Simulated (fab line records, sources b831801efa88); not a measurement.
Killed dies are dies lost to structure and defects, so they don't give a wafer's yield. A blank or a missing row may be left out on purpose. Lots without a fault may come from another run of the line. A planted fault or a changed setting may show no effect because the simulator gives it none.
A struck lot beside a sound one | flow sky130 | 43 steps out of a route of 708
Sound: wafers L221.2, L221.4, L221.6. Struck: wafers L233.2, L233.4, L233.6. The cause comes at the end.
At each step with rows: each side's tool, then ch and its chambers, then its first start. Under that, the readings that differ: sound wafers | struck wafers | difference of the means | sigmas: that difference in standard deviations of wafers without a fault.
alike: readings whose means differ by less than 2 such deviations, and words and numbers that are the same on both sides. not compared: withheld readings, readings that some wafer has no value for, bounds like >300 that may hide the same value, and numbers for which the record gives no deviation and whose values overlap.
The two part at a step that has a row with sigmas, a row that says differs or no value, or rows on one side only. Numbers that don't overlap but have no deviation are shown without sigmas and don't part them. A reading that every wafer of one side lacks parts them only if that side has two wafers or more.

first, 4 steps without rows for these wafers: SKY_LDD_N_SOFTBAKE_03 (time 60 s); SKY_LDD_N_EXPOSE_04 (exposes mask NTM, target cd 840 nm); SKY_LDD_N_PEB_05; SKY_LDD_N_DEVELOP_06 (develop time 60 s).
SKY_LDD_N_OVL_MEAS_07:
  sound on overlay-01, day 17 22:46; struck on overlay-01, day 21 23:44
  alike: LDD_N_OVL
then, 7 steps without rows for these wafers: SKY_LDD_N_IMPLANT_08; SKY_LDD_N_IMPLANT_09; SKY_LDD_N_IMPLANT_10; SKY_LDD_N_IMPLANT_11; SKY_LDD_N_IMPLANT_12; SKY_LDD_N_IMPLANT_13; SKY_LDD_N_IMPLANT_14.
SKY_LDD_N_IMPLANT_15:
  sound on implanter-02 ch 0, day 17 23:52; struck on implanter-02 ch 0, day 22 00:50
SKY_LDD_N_STRIP_16: strips in O2/N2.
  sound on plasma_asher-04 ch 0, day 17 23:59; struck on plasma_asher-04 ch 0,1, day 22 00:58
  alike: drypump_motor_current_A, oes_product_au, strip_time_to_endpoint_s
  not compared: rf_hours_counter_h
SKY_LDD_N_TW_MEAS_17:
  sound on film_metro-03, day 18 00:06; struck on film_metro-04, day 22 01:05
  alike: LDD_N_TW
then, 7 steps without rows for these wafers: SKY_LDD_P_DEHYDRATE_00 (time 60 s); SKY_LDD_P_HMDS_01 (prime time 60.99 s); SKY_LDD_P_COAT_02 (resist thk 1140 nm); SKY_LDD_P_SOFTBAKE_03 (time 60 s); SKY_LDD_P_EXPOSE_04 (exposes mask PSDM, target cd 380 nm); SKY_LDD_P_PEB_05; SKY_LDD_P_DEVELOP_06 (develop time 60 s).
SKY_LDD_P_CD_MEAS_07: target cd 380 nm.
  sound on cd_sem-01, day 19 05:28; struck on cd_sem-01, day 23 07:26
  alike: cd_nm
SKY_LDD_P_OVL_MEAS_08:
  sound on overlay-01, day 19 05:35; struck on overlay-02, day 23 07:33
  alike: LDD_P_OVL
then, 1 step without rows for these wafers: SKY_LDD_P_IMPLANT_09.
SKY_LDD_P_STRIP_10: strips in O2/N2.
  sound on plasma_asher-01 ch 0, day 19 05:46; struck on plasma_asher-02 ch 0,1, day 23 07:44
  reading                     | sound       | struck      | difference | sigmas
  drypump_motor_current_A (A) | 6.3 6.3 6.3 | 5.6 5.0 5.0 | -1.1       | -2
  alike: oes_product_au, strip_time_to_endpoint_s
  not compared: rf_hours_counter_h
SKY_LDD_P_TW_MEAS_11:
  sound on film_metro-02, day 19 05:52; struck on film_metro-04, day 23 07:50
  alike: LDD_P_TW
then, 7 steps without rows for these wafers: SKY_LDD_HVN_DEHYDRATE_00 (time 60 s); SKY_LDD_HVN_HMDS_01 (prime time 60 s); SKY_LDD_HVN_COAT_02 (resist thk 300 nm); SKY_LDD_HVN_SOFTBAKE_03 (time 60 s); SKY_LDD_HVN_EXPOSE_04 (exposes mask HVNTM, target cd 700 nm); SKY_LDD_HVN_PEB_05; SKY_LDD_HVN_DEVELOP_06 (develop time 60 s).
SKY_LDD_HVN_OVL_MEAS_07:
  sound on overlay-01, day 20 12:40; struck on overlay-01, day 24 13:43
  alike: LDD_HVN_OVL
then, 1 step without rows for these wafers: SKY_LDD_HVN_IMPLANT_08.
SKY_LDD_HVN_STRIP_09: strips in O2/N2.
  sound on plasma_asher-04 ch 0,1, day 20 12:51; struck on plasma_asher-04 ch 1, day 24 13:53
  alike: drypump_motor_current_A, oes_product_au, strip_time_to_endpoint_s
  not compared: rf_hours_counter_h
SKY_LDD_HVN_TW_MEAS_10:
  sound on film_metro-03, day 20 12:58; struck on film_metro-03, day 24 14:00
  alike: LDD_HVN_TW
then, 4 steps without rows for these wafers: SKY_LDD_HVP_DEHYDRATE_00 (time 60 s); SKY_LDD_HVP_HMDS_01 (prime time 60 s); SKY_LDD_HVP_COAT_02 (resist thk 300 nm); SKY_LDD_HVP_SOFTBAKE_03 (time 60 s).
-- the record jumps here: 24 days lie between the struck wafers' starts before and after (it left off in module LDD_HVP and takes up again in module PAD_OPEN, whose first step shown is number 708 of the route) --
SKY_PAD_OPEN_PROBE_99:
  sound on prober-01, day 46 01:02; struck on prober-01, day 48 12:07
  reading                                   | sound               | struck              | difference | sigmas
  model.etest.nfet_01v8_turned.vt_sat_v (V) | 0.6584 0.6694 0.665 | 0.679 0.6774 0.6853 | +0.016     |
  alike: killed_at_M0_to_M3, killed_at_M4_up, killed_at_contacts, killed_at_front_end, killed_at_other, killed_dies, killed_open, killed_short
  not compared: model.etest.nfet_01v8_turned.vt_v

WHERE THEY PART
Only at SKY_LDD_P_STRIP_10, within this record. Later steps at which nothing parts them and some readings are alike: SKY_LDD_P_TW_MEAS_11, SKY_LDD_HVN_OVL_MEAS_07, SKY_LDD_HVN_STRIP_09, SKY_LDD_HVN_TW_MEAS_10, SKY_PAD_OPEN_PROBE_99.

WHY: what the simulator had put in
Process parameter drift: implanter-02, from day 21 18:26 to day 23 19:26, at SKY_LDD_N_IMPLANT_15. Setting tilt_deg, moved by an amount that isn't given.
